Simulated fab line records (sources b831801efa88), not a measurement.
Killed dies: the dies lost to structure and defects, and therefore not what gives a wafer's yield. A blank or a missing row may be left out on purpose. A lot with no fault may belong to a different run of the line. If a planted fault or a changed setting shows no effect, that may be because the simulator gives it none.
One fault through the eyes of 2 desks    flow sky130    numbers are kept per desk, each desk with only its own; the story behind them comes last

## AT THE TOOL OWNER'S DESK: litho-track-03
The tool's own readings at SKY_PASSIVATION_COAT_06 (resist thk 3000 nm): means of the sampled wafers that have a number, for each lot that ran on this tool. Marked OUT: a lot whose mean sits more than 4 standard deviations from the usual mean, which makes it out of limits; the brackets give that distance.
Columns: A = spin-speed-rpm at SKY_PASSIVATION_COAT_06, usual 2000.0 rpm
lot   first seen here  A
L370  day 44 13:34     1999.7
L372  day 44 22:13     1999.2
L386  day 48 15:10     1998.7
L391  day 49 18:26     1999.5
L392  day 49 21:22     1999.5
This desk's verdict: no lot among the 5 shows anything out of limits.

## THE METROLOGY DESK
What the gauges read for every lot (on any tool): the sampled wafers with a number, averaged. Marked OUT: a lot whose mean sits more than 4 standard deviations from the usual mean, which makes it out of limits; the brackets give that distance.
Columns: A = VIA3_W_THK at SKY_VIA3_THK_MEAS_23, usual 396 nm; B = CAP2M_OVL at SKY_CAP2M_OVL_MEAS_12, usual -0.2 nm; C = VIA4_HDPCVD_THK at SKY_VIA4_THK_MEAS_01, usual 1749 nm
lot   first seen here  A    B     C
L370  day 39 22:15     396  -0.2  1765
L371  day 40 01:19     405  -0.6  1744
L372  day 40 09:52     389  -1.0  1751
L375  day 41 19:35     397  0.7   1764
L377  day 42 03:59     399  -1.9  1756
L379  day 42 21:49     396  0.0   1752
L382  day 43 15:37     385  1.5   1761
L383  day 43 22:59     396  -1.1  1742
L385  day 44 08:13     396  -0.1  1733
L386  day 44 16:04     392  0.7   1761
L391  day 45 22:11     399  -1.5  1758
L392  day 46 02:02     398  2.1   1751
This desk's verdict: no lot among the 12 shows anything out of limits.

## PUT TOGETHER
The tool owner's desk saw nothing out of limits.
Nothing out of limits was seen by the metrology desk.

## WHAT THE SIMULATOR HAD INSERTED
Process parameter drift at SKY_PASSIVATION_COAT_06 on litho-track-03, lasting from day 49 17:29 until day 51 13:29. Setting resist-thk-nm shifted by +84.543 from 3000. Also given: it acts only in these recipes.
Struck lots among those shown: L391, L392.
